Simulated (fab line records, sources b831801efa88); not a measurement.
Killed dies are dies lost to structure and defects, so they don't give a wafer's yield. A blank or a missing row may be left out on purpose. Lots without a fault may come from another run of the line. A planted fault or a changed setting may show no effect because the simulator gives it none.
Problem report in the 8D (eight disciplines) form, filled by code | flow gf180mcu | the parts of the form that need people (team, actions taken, sign-off) are left out

1. THE PROBLEM
V3_W_RS at GF_V3_RS_MEAS_24 reads a mean of 0.365 ohm/sq on 4 wafers of 3 lots; wafers without a fault read 0.324 ohm/sq with a standard deviation of 0.0061. That is +6.7 standard deviations from the usual mean.
The step: measures by four-point-probe.
First seen on wafer L865.5, day 28 18:16, on film_metro-03. The record holds 35 wafers of 13 lots with a number at this step. Rule for "out", or "out of limits": more than 4 standard deviations from the usual mean. The other wafers with a number count as sound.

2. WHAT IT IS AND WHAT IT IS NOT
question                    | is                             | is not
which readings at this step | V3_W_RS                        | -
which lots                  | L865, L866, L867               | L846, L848, L851, L852, L854, L857, L860, L861, L862, L864
which wafers of those lots  | L865.5, L866.2, L866.4, L867.6 | L866.3
read on which gauges        | film_metro-01, film_metro-03   | -
when                        | from day 28 18:16              | up to then (30 sound wafers); but 1 sound wafer of L866 came after

3. SUSPECTS, AND WHAT RULES EACH OUT
Counting: a tool at a process step up to the reading stays a suspect if it ran every lot that is out. Sound lots after the first of them don't rule it out here, since some wafers of a struck lot are sound.
- the gauge at GF_V3_RS_MEAS_24: ruled out. The wafers that are out were read on 2 gauges (film_metro-01, film_metro-03).
- cvd_w-01 at GF_V3_CVD_23 (deposits W, target thk 350 nm, time 104.9 s): kept. It ran every lot that is out, first L865 (day 28 18:09); its last sound lot up to then is L864 (day 28 13:07). Its own readings are out on those wafers: chamber_pressure_Torr.
- Within cvd_w-01 at GF_V3_CVD_23: the wafers that are out ran in chamber 0; their sound lot-mates ran in chamber 1.
Left after counting: cvd_w-01 at GF_V3_CVD_23.

4. THE CAUSE (what the simulator had put in)
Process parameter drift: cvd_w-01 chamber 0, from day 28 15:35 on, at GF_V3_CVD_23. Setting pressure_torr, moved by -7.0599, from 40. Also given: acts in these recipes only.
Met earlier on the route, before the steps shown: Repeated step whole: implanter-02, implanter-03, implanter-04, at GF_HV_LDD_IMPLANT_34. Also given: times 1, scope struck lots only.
Counting left only this tool.

5. THE CHAIN OF EFFECTS, in route order
Each row: a reading whose mean over the struck wafers that have a number lies more than 3 standard deviations from the usual. Only readings for which the record gives a usual standard deviation are gone through. hours: the time from each lot's start at the first step in this table that gives one to its start at this step, as a median over the lots. sigmas: the change in usual standard deviations.
hours | step              | reading               | usual        | on struck wafers | change | sigmas
0     | GF_V3_CVD_23      | chamber_pressure_Torr | 40.01 Torr   | 32.92            | -7.09  | -90
0     | GF_V3_RS_MEAS_24  | V3_W_RS               | 0.324 ohm/sq | 0.365            | +0.041 | +6.7
0     | GF_V3_THK_MEAS_25 | V3_W_THK              | 346 nm       | 308              | -38    | -6.0
The process steps in it:
- GF_V3_CVD_23: deposits W, target thk 350 nm, time 104.9 s.

6. WHAT WOULD HAVE CAUGHT IT SOONER
In this record the first reading out of limits at a measuring or inspecting step was taken at day 28 18:16, 3 hours after the fault began at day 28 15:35.
The tool's own readings at GF_V3_CVD_23 were out on every struck wafer that the step has a row for (chamber_pressure_Torr): an alarm limit on them would have fired on the first of those.
Of the lots that are out (3), L866, L867 began GF_V3_CVD_23 on cvd_w-01 after day 28 18:16. A hold on the tool at that time would have spared those 2.
